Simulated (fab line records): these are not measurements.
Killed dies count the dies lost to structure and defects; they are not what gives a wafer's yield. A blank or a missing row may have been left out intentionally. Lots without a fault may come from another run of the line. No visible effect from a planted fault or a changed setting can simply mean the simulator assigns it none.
The same fault as seen by 2 desks / flow sky130 / each desk holds nothing but its own numbers, with what lay behind them at the end

== AT THE TOOL OWNER'S DESK: pvdSputter-03 ==
The tool's own readings at SKY_METAL2_SPUTTER_02 (material AlCu, target thk 250 nm, time 13.3 s): means of the sampled wafers that have a number, for each lot that ran on this tool. Marked OUT: a lot whose mean sits more than 4 standard deviations from the usual mean, which makes it out of limits; the brackets give that distance.
Columns: A = throttleValvePct at SKY_METAL2_SPUTTER_02, usual 30.0 %
lot=L334; first seen here=day 34 22:32; A=29.8
lot=L341; first seen here=day 37 18:31; A=30.0
lot=L343; first seen here=day 38 05:04; A=29.6
lot=L345; first seen here=day 38 23:54; A=30.0
lot=L346; first seen here=day 39 06:32; A=30.2
This desk's finding: nothing out of limits on any of the 5 lots.

== METROLOGY DESK ==
What the gauges read, lot by lot, whatever tool the lot ran on: means of the sampled wafers that have a number. Marked OUT: a lot whose mean sits more than 4 standard deviations from the usual mean, which makes it out of limits; the brackets give that distance.
Columns: A = METAL2_ALCU_RS at SKY_METAL2_RS_MEAS_05, usual 0.1269 ohm/sq; B = METAL2_ALCU_THK at SKY_METAL2_THK_MEAS_06, usual 253 nm; C = METAL2_OVL at SKY_METAL2_OVL_MEAS_16, usual -7 nm
lot=L334; first seen here=day 34 22:39; A=0.1278; B=248; C=-7
lot=L335; first seen here=day 35 23:01; A=0.1253; B=258; C=-9
lot=L341; first seen here=day 37 18:38; A=0.1273; B=256; C=-8
lot=L342; first seen here=day 38 04:40; A=0.1262; B=254; C=-8
lot=L343; first seen here=day 38 05:13; A=0.1507 (+22) OUT; B=212 (-13) OUT; C=2
lot=L344; first seen here=day 38 14:44; A=0.1281; B=248; C=-5
lot=L345; first seen here=day 38 23:59; A=0.1478 (+19) OUT; B=220 (-10) OUT; C=-8
lot=L346; first seen here=day 39 06:38; A=0.1485 (+20) OUT; B=218 (-11) OUT; C=-7
lot=L351; first seen here=day 40 10:57; A=0.1279; B=250; C=-7
lot=L352; first seen here=day 40 17:14; A=0.1266; B=252; C=1
This desk's result: L343, L345, L346 out of limits, first on L343 (METAL2_ALCU_RS at SKY_METAL2_RS_MEAS_05), day 38 05:13. L334, L335, L341, L342, L344, L351, L352: within limits.

== ALL TOGETHER ==
At day 38 05:13 the metrology desk could have sounded an alarm, on L343, L345, L346.
The desk of the tool owner found nothing out of limits.
On record at the tool owner's desk: L343, L345, L346, within its limits.
Every lot named ran SKY_METAL2_SPUTTER_02 on pvdSputter-03.

== WHAT THE SIMULATOR HAD INSERTED ==
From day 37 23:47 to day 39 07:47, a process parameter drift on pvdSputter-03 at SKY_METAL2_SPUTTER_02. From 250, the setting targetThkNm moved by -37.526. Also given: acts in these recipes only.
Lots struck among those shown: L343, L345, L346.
Delay in hours, fault start to first out-of-limits reading, per desk: metrology desk 5.
